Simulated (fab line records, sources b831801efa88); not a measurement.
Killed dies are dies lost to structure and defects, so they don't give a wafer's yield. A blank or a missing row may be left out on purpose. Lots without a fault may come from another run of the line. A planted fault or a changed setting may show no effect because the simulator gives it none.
A struck lot beside a sound one | flow sky130 | 15 steps out of a route of 708
Sound: wafers L983.1, L983.4, L983.5. Struck: wafers L988.1, L988.3, L988.6. The cause comes at the end.
At each step with rows: each side's tool, then ch and its chambers, then its first start. Under that, the readings that differ: sound wafers | struck wafers | difference of the means | sigmas: that difference in standard deviations of wafers without a fault.
alike: readings whose means differ by less than 2 such deviations, and words and numbers that are the same on both sides. not compared: withheld readings, readings that some wafer has no value for, bounds like >300 that may hide the same value, and numbers for which the record gives no deviation and whose values overlap.
The two part at a step that has a row with sigmas, a row that says differs or no value, or rows on one side only. Numbers that don't overlap but have no deviation are shown without sigmas and don't part them. A reading that every wafer of one side lacks parts them only if that side has two wafers or more.

first, 3 steps without rows for these wafers: SKY_PASSIVATION_EXPOSE_08 (exposes mask NSM, target cd 3000 nm); SKY_PASSIVATION_PEB_09; SKY_PASSIVATION_DEVELOP_10 (develop time 60 s).
SKY_PASSIVATION_ETCH_11: etches the open film in CF4/O2, stops on AlCu, target depth 725 nm, time 161.1 s.
  sound on rie_diel-02 ch 0,1, day 46 16:49; struck on rie_diel-04 ch 0,1,2, day 47 00:13
  alike: O2_flow_sccm, bias_w, drypump_motor_current_A, oes_product_au, throttle_valve_pct
  not compared: rf_hours_counter_h
SKY_PASSIVATION_STRIP_12: strips in O2/N2.
  sound on plasma_asher-04 ch 0,1, day 46 16:55; struck on plasma_asher-01 ch 1, day 47 00:19
  alike: drypump_motor_current_A, n2_flow_sccm, oes_product_au, strip_time_to_endpoint_s
  not compared: rf_hours_counter_h
then, 7 steps without rows for these wafers: SKY_PAD_OPEN_DEHYDRATE_00 (time 60 s); SKY_PAD_OPEN_HMDS_01 (prime time 60 s); SKY_PAD_OPEN_COAT_02 (resist thk 3000 nm); SKY_PAD_OPEN_SOFTBAKE_03; SKY_PAD_OPEN_EXPOSE_04 (exposes mask PDM, target cd 60000 nm); SKY_PAD_OPEN_PEB_05; SKY_PAD_OPEN_DEVELOP_06 (develop time 60 s).
SKY_PAD_OPEN_ETCH_07: etches the open film in CF4/O2, stops on AlCu, target depth 725 nm, time 161.1 s.
  sound on rie_diel-03 ch 2,3, day 47 13:22; struck on rie_diel-01 ch 1,2, day 47 20:01
  reading    | sound             | struck            | difference | sigmas
  bias_w (W) | 150.8 149.5 149.8 | 142.9 142.2 143.2 | -7.3       | -17
  alike: O2_flow_sccm, drypump_motor_current_A, oes_product_au, throttle_valve_pct
  not compared: rf_hours_counter_h
SKY_PAD_OPEN_STRIP_08: strips in O2/N2.
  sound on plasma_asher-04 ch 0,1, day 47 13:29; struck on plasma_asher-04 ch 0,1, day 47 20:07
  alike: drypump_motor_current_A, n2_flow_sccm, oes_product_au
  not compared: rf_hours_counter_h
SKY_PAD_OPEN_PROBE_99:
  sound on prober-02, day 47 16:28; struck on prober-01, day 47 22:20
  reading         | sound | struck | difference | sigmas
  killed_at_other | 0 0 0 | 1 2 1  | +1         | +2
  alike: killed_at_M0_to_M3, killed_at_M4_up, killed_at_contacts, killed_at_front_end, killed_dies, killed_open, killed_short

WHERE THEY PART
First at SKY_PAD_OPEN_ETCH_07; last, within this record, at SKY_PAD_OPEN_PROBE_99.

WHY: what the simulator had put in
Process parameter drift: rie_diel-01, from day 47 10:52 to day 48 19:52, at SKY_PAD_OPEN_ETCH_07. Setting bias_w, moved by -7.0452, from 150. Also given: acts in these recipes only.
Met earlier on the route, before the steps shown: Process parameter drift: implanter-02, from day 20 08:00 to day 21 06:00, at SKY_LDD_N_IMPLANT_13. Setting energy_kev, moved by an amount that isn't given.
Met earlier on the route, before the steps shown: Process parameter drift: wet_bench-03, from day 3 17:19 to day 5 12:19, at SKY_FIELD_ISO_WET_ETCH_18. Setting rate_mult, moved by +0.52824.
